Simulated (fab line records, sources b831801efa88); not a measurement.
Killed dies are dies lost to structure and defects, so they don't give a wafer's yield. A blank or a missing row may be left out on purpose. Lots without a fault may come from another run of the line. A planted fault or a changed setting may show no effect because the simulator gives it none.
fab line records | flow sky130 | part 1 of 2: steps 1 to 31 of 41
record lots=5 wafers=15 last_day=50
route steps=708 shown CAP2M@618 METAL4@621 VIA4@639
lots that met no fault: from a run of the same line without faults
start_h: hours from the record's first day to the start of the lot's first wafer shown | wait_h: hours since the lot's step before | " the same as in the row above | L1.1+2: a row that stands for several wafers | - no value, or no start given | * or withheld: withheld | < > ~ a bound
route shown NAME@n: a module of which the file shows steps, and the number in the route of the first | usual: mean/standard deviation of fault-free wafers | same: alike in all rows | chamber/n: place in a boat | sites: the reading at each site | _std_site: their standard deviation | _edge_site: outer sites' mean less inner sites' | radius_mm: how far each site lies from the wafer's centre | mask NAME#n: copy n | behind: the tool/chamber that last shaped the wafer | hold: why the lot was held/for how many hours/how that ended | device: the transistor (n, p or np) that didn't switch | end of line: the same wafers' tests at the end of the route | a step without rows: its recipe alone | killed: dies lost to structure and defects at the first sort, not the wafer's yield | map: a wafer's dies, x killed, . not, _ none there
set.NAME: the setting as run; set.NAME@STEP: as run at that earlier step | model.NAME: the simulator's own value behind a step, which no gauge read
lots at some steps of the route; a table a step, a row a wafer
services: from which hour (start_h, from the record's first day; less than 0 if before it) a tool's chamber was out of use, for how many hours, and why
## steps
# step SKY_CAP2M_STRIP_15
# recipe chemistry=post_etch_residue_remover time_s=1200 temp_c=72.5
# columns lot.wafer tool chamber start_h wait_h
L081.1+3+5 wet_bench-02 2 1010.36 0.1
L083.2+3+6 wet_bench-03 3 1025.16 0.1
L084.1+2+6 wet_bench-03 3 1033.46 0.1
L086.2+3+5 wet_bench-01 2 1040.87 0.1
L096.2+4+6 wet_bench-01 2 1100.83 0.1
# step SKY_CAP2M_CLEAN_16
# recipe chemistry=IPA time_s=180 temp_c=25
# columns lot.wafer tool chamber start_h wait_h
L081.1+3+5 wet_bench-01 2 1010.70 0.0
L083.2+3+6 wet_bench-02 0 1025.50 0.0
L084.1+2+6 wet_bench-01 3 1033.80 0.0
L086.2+3+5 wet_bench-02 1 1041.21 0.0
L096.2+4+6 wet_bench-03 2 1101.17 0.0
# step SKY_CAP2M_CLEAN_17
# recipe chemistry=O3/DIW dry=n2_spin
# columns lot.wafer tool chamber start_h wait_h
L081.1+3+5 wet_bench-02 1 1010.76 0.0
L083.2+3+6 wet_bench-01 0 1025.56 0.0
L084.1+2+6 wet_bench-02 1 1033.86 0.0
L086.2+3+5 wet_bench-03 1 1041.27 0.0
L096.2+4+6 wet_bench-02 1 1101.23 0.0
# step SKY_METAL4_DEHYDRATE_05
# recipe temp_c=200 time_s=60
# usual heater_power_total_W=160.38/0.12
# columns lot.wafer tool chamber start_h wait_h heater_power_total_W
L081.1 litho_track-03 0 1021.71 10.9 160.39
L081.3 " 0 " " 160.47
L081.5 " 0 " " 160.34
L083.2 litho_track-04 0 1036.40 10.7 160.50
L083.3 " 0 " " 160.39
L083.6 " 0 " " 160.41
L084.1 litho_track-03 0 1044.06 10.1 160.26
L084.2 " 0 " " 160.42
L084.6 " 0 " " 160.56
L086.2 litho_track-01 0 1052.52 11.2 160.42
L086.3 " 0 " " 160.63
L086.5 " 0 " " 160.59
L096.2 litho_track-04 0 1110.65 9.3 160.55
L096.4 " 0 " " 160.33
L096.6 " 0 " " 160.59
# step SKY_METAL4_HMDS_06
# recipe prime_time_s=60 prime_temp_c=120
# columns lot.wafer tool chamber start_h wait_h
L081.1+3+5 litho_track-03 0 1021.86 0.1
L083.2+3+6 litho_track-04 0 1036.55 0.1
L084.1+2+6 litho_track-03 0 1044.21 0.1
L086.2+3+5 litho_track-01 0 1052.67 0.1
L096.2+4+6 litho_track-04 0 1110.80 0.1
# step SKY_METAL4_COAT_07
# recipe resist=BARC temp_c=withheld time_s=withheld spin_rpm=3000 resist_thk_nm=60
# columns lot.wafer tool chamber start_h wait_h
L081.1+3+5 litho_track-03 0 1022.01 0.1
L083.2+3+6 litho_track-04 0 1036.70 0.1
L084.1+2+6 litho_track-03 0 1044.36 0.1
L086.2+3+5 litho_track-01 0 1052.82 0.1
L096.2+4+6 litho_track-04 0 1110.95 0.1
# step SKY_METAL4_COAT_08
# recipe resist=KrF-thick spin_rpm=3000 resist_thk_nm=1140
# columns lot.wafer tool chamber start_h wait_h
L081.1+3+5 litho_track-03 0 - -
L083.2+3+6 litho_track-04 0 - -
L084.1+2+6 litho_track-03 0 - -
L086.2+3+5 litho_track-01 0 - -
L096.2+4+6 litho_track-04 0 - -
# step SKY_METAL4_SOFTBAKE_09
# recipe temp_c=100 time_s=90 resist=KrF-thick
# usual heater_power_total_W=57.34/0.12
# columns lot.wafer tool chamber start_h wait_h heater_power_total_W
L081.1 litho_track-03 0 - - 57.48
L081.3 " 0 " " 57.36
L081.5 " 0 " " 57.40
L083.2 litho_track-04 0 - - 57.41
L083.3 " 0 " " 57.28
L083.6 " 0 " " 57.43
L084.1 litho_track-03 0 - - 57.15
L084.2 " 0 " " 57.52
L084.6 " 0 " " 57.22
L086.2 litho_track-01 0 - - 57.20
L086.3 " 0 " " 57.29
L086.5 " 0 " " 57.18
L096.2 litho_track-04 0 - - 57.30
L096.4 " 0 " " 57.33
L096.6 " 0 " " 57.31
# step SKY_METAL4_EXPOSE_10
# recipe mask_id=MM4 na=0.68 source_shape=annular sigma_inner=0.4 sigma_outer=0.8 target_cd_nm=300 dose_mj=28
# columns lot.wafer tool chamber start_h wait_h mask
L081.1+3+5 krf_scanner-02 0 - - MM4#0
L083.2+3+6 krf_scanner-02 0 - - MM4#0
L084.1+2+6 krf_scanner-01 0 - - MM4#0
L086.2+3+5 krf_scanner-01 0 - - MM4#0
L096.2+4+6 krf_scanner-01 0 - - MM4#0
# step SKY_METAL4_PEB_11
# recipe peb_temp_c=withheld peb_time_s=withheld resist=KrF-thick
# columns lot.wafer tool chamber start_h wait_h
L081.1+3+5 litho_track-04 0 - -
L083.2+3+6 litho_track-04 0 - -
L084.1+2+6 litho_track-04 0 - -
L086.2+3+5 litho_track-04 0 - -
L096.2+4+6 litho_track-01 0 - -
# step SKY_METAL4_DEVELOP_12
# recipe develop_time_s=60 resist=KrF-thick dev_temp_c=21
# same develop_time_s=60
# columns lot.wafer tool chamber start_h wait_h
L081.1+3+5 litho_track-04 0 - -
L083.2+3+6 litho_track-04 0 - -
L084.1+2+6 litho_track-04 0 - -
L086.2+3+5 litho_track-04 0 - -
L096.2+4+6 litho_track-01 0 - -
# step SKY_METAL4_CD_MEAS_13
# recipe target_cd_nm=300
# usual cd_nm=299.6/1.1
# columns lot.wafer tool chamber start_h wait_h cd_nm
L081.1 cd_sem-01 - 1033.93 - 298.8
L081.3 " - " " 298.2
L081.5 " - " " 299.4
L083.2 cd_sem-01 - 1048.35 - 299.7
L083.3 " - " " 298.8
L083.6 " - " " 299.8
L084.1 cd_sem-01 - 1056.93 - 300.2
L084.2 " - " " 297.9
L084.6 " - " " 298.3
L086.2 cd_sem-02 - 1063.80 - 300.5
L086.3 " - " " 301.2
L086.5 " - " " 300.2
L096.2 cd_sem-02 - 1121.36 - 301.0
L096.4 " - " " 300.4
L096.6 " - " " 298.9
# step SKY_METAL4_OVL_MEAS_14
# usual METAL4_OVL=0/5.3
# columns lot.wafer tool chamber start_h wait_h METAL4_OVL[nm]
L081.1 overlay-02 - 1034.05 0.1 1
L081.3 " - " " 0
L081.5 " - " " 3
L083.2 overlay-02 - 1048.45 0.1 -4
L083.3 " - " " -13
L083.6 " - " " -4
L084.1 overlay-01 - 1057.05 0.1 -3
L084.2 " - " " 0
L084.6 " - " " -1
L086.2 overlay-02 - 1063.90 0.1 2
L086.3 " - " " 6
L086.5 " - " " -1
L096.2 overlay-02 - 1121.47 0.1 2
L096.4 " - " " 6
L096.6 " - " " -2
# step SKY_METAL4_DESCUM_15
# recipe chemistry=O2 source_power_w=150 bias_power_w=0 pressure_mtorr=10 temp_c=40 time_s=8
# usual drypump_motor_current_A=5.7/0.44 oes_product_au=1.002/0.01
# columns lot.wafer tool chamber start_h wait_h drypump_motor_current_A oes_product_au rf_hours_counter_h
L081.1 rie_metal-03 0 1034.08 0.0 5.4 1.005 3
L081.3 " 0 " " 5.4 0.994 -
L081.5 " 0 " " 5.4 0.990 -
L083.2 rie_metal-01 1 1048.48 0.0 5.1 0.985 19
L083.3 " 0 " " 5.6 1.010 -
L083.6 " 0 " " 5.6 0.997 -
L084.1 rie_metal-03 0 1057.08 0.0 5.3 0.992 4
L084.2 " 1 " " 6.2 1.010 15
L084.6 " 0 " " 5.3 0.985 -
L086.2 rie_metal-01 1 1063.93 0.0 5.2 0.989 21
L086.3 " 0 " " 5.7 1.013 -
L086.5 " 1 " " 5.2 0.997 -
L096.2 rie_metal-01 1 1121.50 0.0 5.2 1.010 25
L096.4 " 1 " " 5.2 1.024 -
L096.6 " 1 " " 5.2 1.013 -
# step SKY_METAL4_ETCH_16
# recipe chemistry=N2/H2 target=BARC ion_energy_ev=200 bias_w=100 pressure_mtorr=30 n2_flow_sccm=100 h2_flow_sccm=200 icp_w=500 stop_on=SiO2 time_s=88.2 target_depth_a=600
# usual bias_w=99.98/0.26 drypump_motor_current_A=5.7/0.44 oes_product_au=0.626/0.0049 throttle_valve_pct=13.204/0.0098
# columns lot.wafer tool chamber start_h wait_h bias_w drypump_motor_current_A oes_product_au rf_hours_counter_h throttle_valve_pct
L081.1 rie_metal-03 0 1034.11 0.0 99.88 5.4 0.625 3 13.200
L081.3 " 0 " " 100.02 5.4 0.622 - 13.209
L081.5 " 0 " " 99.76 5.4 0.623 - 13.195
L083.2 rie_metal-01 1 1048.51 0.0 99.75 5.2 0.628 19 13.184
L083.3 " 0 " " 100.15 5.7 0.621 - 13.204
L083.6 " 0 " " 99.73 5.7 0.622 - 13.199
L084.1 rie_metal-03 0 1057.11 0.0 99.98 5.4 0.623 4 13.217
L084.2 " 1 " " 99.84 6.2 0.635 15 13.201
L084.6 " 0 " " 100.16 5.3 0.631 - 13.202
L086.2 rie_metal-01 1 1063.96 0.0 99.98 5.2 0.630 21 13.182
L086.3 " 0 " " 100.22 5.7 0.632 - 13.207
L086.5 " 1 " " 99.57 5.2 0.631 - 13.213
L096.2 rie_metal-01 1 1121.53 0.0 99.56 5.2 0.631 25 13.206
L096.4 " 1 " " 99.68 5.2 0.625 - 13.204
L096.6 " 1 " " 100.01 5.2 0.623 - 13.204
# step SKY_METAL4_ETCH_17
# recipe target=SiO2 stop_on=TiN chemistry=C4F8/O2/Ar source_w=1500 bias_w=1200 pressure_mtorr=40 c4f8_flow_sccm=withheld O2_flow_sccm=6 Ar_flow_sccm=300 time_s=3.9 target_depth_a=150
# usual bias_w=1200/3.9 oes_product_au=0.753/0.0085
# columns lot.wafer tool chamber start_h wait_h bias_w oes_product_au rf_hours_counter_h
L081.1 rie_diel-02 3 1034.21 0.1 1200 0.752 20
L081.3 " 1 " " 1198 0.760 16
L081.5 " 2 " " 1203 0.760 -
L083.2 rie_diel-02 2 1048.61 0.1 1199 0.763 6
L083.3 " 3 " " 1207 0.756 21
L083.6 " 0 " " 1196 0.758 -
L084.1 rie_diel-01 0 1057.21 0.1 1200 0.747 27
L084.2 " 2 " " 1200 0.750 22
L084.6 " 2 " " 1202 0.742 -
L086.2 rie_diel-02 3 1064.06 0.1 1201 0.749 21
L086.3 " 2 " " 1196 0.752 6
L086.5 " 0 " " 1197 0.757 -
L096.2 rie_diel-02 2 1121.63 0.1 1202 0.765 8
L096.4 " 1 " " 1197 0.755 18
L096.6 " 0 " " 1198 0.759 -
# step SKY_METAL4_METAL_ETCH_18
# recipe target_depth_a=8450 stop_on=SiO2 over_etch_frac=0.3 time_s=183.1 chemistry=Cl2/BCl3 resist_sidewall_deg=88 pressure_mtorr=10 icp_w=900 bias_w=48.5 Cl2_flow_sccm=60 bcl3_flow_sccm=30
# usual bias_w=48.53/0.14 drypump_motor_current_A=5.8/0.45 oes_product_au=0.867/0.007 throttle_valve_pct=22.263/0.0088
# columns lot.wafer tool chamber start_h wait_h bias_w drypump_motor_current_A oes_product_au rf_hours_counter_h throttle_valve_pct
L081.1 rie_metal-01 0 1034.23 0.0 48.61 5.6 0.868 16 22.244
L081.3 " 1 " " 48.40 5.2 0.859 - 22.251
L081.5 " 0 " " 48.32 5.6 0.847 - 22.259
L083.2 rie_metal-03 0 1048.63 0.0 48.53 5.4 0.871 4 22.259
L083.3 " 0 " " 48.26 5.4 0.866 - 22.272
L083.6 " 0 " " 48.39 5.4 0.858 - 22.257
L084.1 rie_metal-01 0 1057.23 0.0 48.85 5.7 0.852 18 22.272
L084.2 " 1 " " 48.70 5.2 0.864 20 22.273
L084.6 " 0 " " 48.74 5.7 0.863 - 22.271
L086.2 rie_metal-04 0 1064.08 0.0 48.56 6.4 0.869 10 22.262
L086.3 " 1 " " 48.83 5.7 0.872 - 22.281
L086.5 " 0 " " 48.47 6.5 0.864 - 22.268
L096.2 rie_metal-04 1 1121.65 0.0 48.47 5.7 0.872 21 22.270
L096.4 " 1 " " 48.66 5.7 0.871 - 22.259
L096.6 " 1 " " 48.41 5.7 0.870 - 22.266
# step SKY_METAL4_STRIP_19
# recipe chemistry=O2/N2 power_w=1400 pressure_mtorr=1500 platen_temp_c=withheld o2_flow_sccm=3000 n2_flow_sccm=300 overash_fraction=0.5
# usual drypump_motor_current_A=5.9/0.55 oes_product_au=0.502/0.006 strip_time_to_endpoint_s=6.53/0.076
# same overash_fraction=0.5
# columns lot.wafer tool chamber start_h wait_h drypump_motor_current_A oes_product_au rf_hours_counter_h strip_time_to_endpoint_s
L081.1 plasma_asher-04 0 1034.41 0.1 6.3 0.496 25 6.42
L081.3 " 0 " " 6.3 0.500 - 6.50
L081.5 " 0 " " 6.3 0.492 - 6.47
L083.2 plasma_asher-03 0 1048.81 0.1 6.3 0.503 119 6.49
L083.3 " 1 " " 6.5 0.502 - 6.52
L083.6 " 1 " " 6.5 0.507 - 6.57
L084.1 plasma_asher-01 0 1057.41 0.1 5.2 0.503 96 6.47
L084.2 " 1 " " 5.7 0.498 96 6.56
L084.6 " 1 " " 5.7 0.493 - 6.48
L086.2 plasma_asher-03 0 1064.26 0.1 6.3 0.515 0 6.64
L086.3 " 0 " " 6.3 0.496 - 6.55
L086.5 " 1 " " 6.5 0.510 - 6.63
L096.2 plasma_asher-01 1 1121.83 0.1 5.7 0.507 103 6.61
L096.4 " 0 " " 5.2 0.502 - 6.63
L096.6 " 0 " " 5.2 0.493 - 6.57
# step SKY_METAL4_STRIP_20
# recipe chemistry=post_etch_residue_remover time_s=1200 temp_c=72.5
# columns lot.wafer tool chamber start_h wait_h
L081.1+3+5 wet_bench-01 3 1034.51 0.1
L083.2+3+6 wet_bench-04 1 1048.91 0.1
L084.1+2+6 wet_bench-03 0 1057.56 0.1
L086.2+3+5 wet_bench-04 2 1064.36 0.1
L096.2+4+6 wet_bench-01 1 1121.93 0.1
# step SKY_METAL4_CLEAN_21
# recipe chemistry=IPA time_s=180 temp_c=25
# columns lot.wafer tool chamber start_h wait_h
L081.1+3+5 wet_bench-03 0 1034.85 0.0
L083.2+3+6 wet_bench-03 3 1049.25 0.0
L084.1+2+6 wet_bench-03 3 1057.90 0.0
L086.2+3+5 wet_bench-03 0 1064.70 0.0
L096.2+4+6 wet_bench-04 0 1122.27 0.0
# step SKY_METAL4_CLEAN_22
# recipe chemistry=O3/DIW dry=n2_spin
# columns lot.wafer tool chamber start_h wait_h
L081.1+3+5 wet_bench-01 0 1034.91 0.0
L083.2+3+6 wet_bench-04 1 1049.31 0.0
L084.1+2+6 wet_bench-03 0 1057.96 0.0
L086.2+3+5 wet_bench-01 0 1064.76 0.0
L096.2+4+6 wet_bench-03 0 1122.33 0.0
# step SKY_VIA4_HDPCVD_00
# recipe material=SiO2 target_thk_nm=1750 sigma_open_frac=0.3 time_s=291.7 temp_c=400 sih4_flow_sccm=60 pressure_mtorr=6
# columns lot.wafer tool chamber start_h wait_h
L081.1+3+5 hdpcvd-01 1,2,1 1035.00 0.0
L083.2+3+6 hdpcvd-01 2,0,0 1049.40 0.0
L084.1+2+6 hdpcvd-01 1,2,0 1058.05 0.0
L086.2+3+5 hdpcvd-01 2,1,1 1064.94 0.0
L096.2+4+6 hdpcvd-02 2,1,2 1122.42 0.0
# step SKY_VIA4_THK_MEAS_01
# recipe reads=SiO2_of_VIA4_HDPCVD_00
# usual VIA4_HDPCVD_THK=1764/23
# columns lot.wafer tool chamber start_h wait_h VIA4_HDPCVD_THK[nm]
L081.1 film_metro-03 - 1035.18 0.1 1747
L081.3 " - " " 1770
L081.5 " - " " 1752
L083.2 film_metro-04 - 1049.59 0.1 1795
L083.3 " - " " 1770
L083.6 " - " " 1790
L084.1 film_metro-04 - 1058.23 0.1 1756
L084.2 " - " " 1770
L084.6 " - " " 1783
L086.2 film_metro-04 - 1065.13 0.1 1784
L086.3 " - " " 1740
L086.5 " - " " 1724
L096.2 film_metro-02 - 1122.61 0.1 1772
L096.4 " - " " 1746
L096.6 " - " " 1762
# step SKY_VIA4_CMP_02
# recipe material=SiO2 down_force_psi=4 platen_rpm=60 pad_velocity_m_s=0.94248
# usual edge_zone_pressure_frac=1.001/0.0049 motor_current_A=12.5/1 slurry_filter_dp_kPa=13.50/0.15
# columns lot.wafer tool chamber start_h wait_h edge_zone_pressure_frac motor_current_A slurry_filter_dp_kPa
L081.1 cmp-02 2 1035.29 0.1 0.991 10.9 13.49
L081.3 " 0 " " 0.998 13.4 13.35
L081.5 " 1 " " 1.000 12.8 13.35
L083.3 cmp-02 1 1049.74 0.1 0.992 12.2 13.21
L083.2 " 2 " " 0.991 11.7 13.46
L083.6 " 0 " " 1.007 13.7 13.61
L084.1 cmp-01 3 1058.29 0.1 1.004 13.6 13.54
L084.2 " 2 " " 1.004 12.5 13.43
L084.6 " 0 " " 1.007 13.0 13.47
L086.2 cmp-01 2 1065.18 0.0 1.002 12.4 13.78
L086.3 " 1 " " 0.997 12.2 13.33
L086.5 " 2 " " 0.998 11.5 13.55
L096.4 cmp-01 0 1122.71 0.1 0.999 13.7 13.56
L096.2 " 2 " " 1.005 11.8 13.43
L096.6 " 3 " " 1.003 13.6 13.30
# step SKY_VIA4_BOW_MEAS_03
# recipe mode=bow
# usual VIA4_BOW=78/8
# columns lot.wafer tool chamber start_h wait_h VIA4_BOW[um]
L081.1 film_metro-03 - 1035.54 0.2 82
L081.3 " - " " 76
L081.5 " - " " 76
L083.2 film_metro-02 - 1049.96 0.1 69
L083.3 " - " " 74
L083.6 " - " " 63
L084.1 film_metro-02 - 1058.64 0.3 81
L084.2 " - " " 85
L084.6 " - " " 75
L086.2 film_metro-03 - 1065.50 0.3 74
L086.3 " - " " 63
L086.5 " - " " 68
L096.2 film_metro-02 - 1122.98 0.1 68
L096.4 " - " " 81
L096.6 " - " " 88
# step SKY_VIA4_DEHYDRATE_04
# recipe temp_c=200 time_s=60
# usual heater_power_total_W=160.38/0.13
# columns lot.wafer tool chamber start_h wait_h heater_power_total_W
L081.1 litho_track-02 0 1046.21 10.6 160.16
L081.3 " 0 " " 160.22
L081.5 " 0 " " 160.53
L083.2 litho_track-04 0 1060.20 10.2 160.47
L083.3 " 0 " " 160.20
L083.6 " 0 " " 160.42
L084.1 litho_track-02 0 1068.16 9.5 160.40
L084.2 " 0 " " 160.52
L084.6 " 0 " " 160.25
L086.2 litho_track-04 0 1076.00 10.5 160.37
L086.3 " 0 " " 160.17
L086.5 " 0 " " 160.36
L096.2 litho_track-02 0 1131.98 9.0 160.27
L096.4 " 0 " " 160.56
L096.6 " 0 " " 160.46
# step SKY_VIA4_HMDS_05
# recipe prime_time_s=60 prime_temp_c=120
# columns lot.wafer tool chamber start_h wait_h
L081.1+3+5 litho_track-02 0 1046.36 0.1
L083.2+3+6 litho_track-04 0 1060.35 0.1
L084.1+2+6 litho_track-02 0 1068.31 0.1
L086.2+3+5 litho_track-04 0 1076.15 0.1
L096.2+4+6 litho_track-02 0 1132.13 0.1
# step SKY_VIA4_COAT_06
# recipe resist=NOVOLAK spin_rpm=3000 resist_thk_nm=1140
# columns lot.wafer tool chamber start_h wait_h
L081.1+3+5 litho_track-02 0 1046.51 0.1
L083.2+3+6 litho_track-04 0 1060.50 0.1
L084.1+2+6 litho_track-02 0 1068.46 0.1
L086.2+3+5 litho_track-04 0 1076.30 0.1
L096.2+4+6 litho_track-02 0 1132.28 0.1
# step SKY_VIA4_SOFTBAKE_07
# recipe temp_c=90 time_s=60 resist=NOVOLAK
# usual heater_power_total_W=56.61/0.038
# columns lot.wafer tool chamber start_h wait_h heater_power_total_W
L081.1 litho_track-02 0 1046.66 0.1 56.60
L081.3 " 0 " " 56.58
L081.5 " 0 " " 56.58
L083.2 litho_track-04 0 1060.65 0.1 56.61
L083.3 " 0 " " 56.60
L083.6 " 0 " " 56.51
L084.1 litho_track-02 0 1068.61 0.1 56.64
L084.2 " 0 " " 56.57
L084.6 " 0 " " 56.62
L086.2 litho_track-04 0 1076.45 0.1 56.59
L086.3 " 0 " " 56.59
L086.5 " 0 " " 56.60
L096.2 litho_track-02 0 1132.43 0.1 56.57
L096.4 " 0 " " 56.66
L096.6 " 0 " " 56.64
# step SKY_VIA4_EXPOSE_08
# recipe mask_id=VIM4 na=0.6 source_shape=conventional sigma_outer=0.6 polarization=unpolarized target_cd_nm=800 dose_mj=132
# columns lot.wafer tool chamber start_h wait_h mask
L081.1+3+5 iline_stepper-02 0 - - VIM4#0
L083.2+3+6 iline_stepper-01 0 - - VIM4#0
L084.1+2+6 iline_stepper-01 0 - - VIM4#0
L086.2+3+5 iline_stepper-01 0 - - VIM4#0
L096.2+4+6 iline_stepper-02 0 - - VIM4#0
# step SKY_VIA4_PEB_09
# recipe temp_c=withheld time_s=* resist=NOVOLAK
# columns lot.wafer tool chamber start_h wait_h
L081.1+3+5 litho_track-02 0 - -
L083.2+3+6 litho_track-01 0 - -
L084.1+2+6 litho_track-02 0 - -
L086.2+3+5 litho_track-02 0 - -
L096.2+4+6 litho_track-02 0 - -
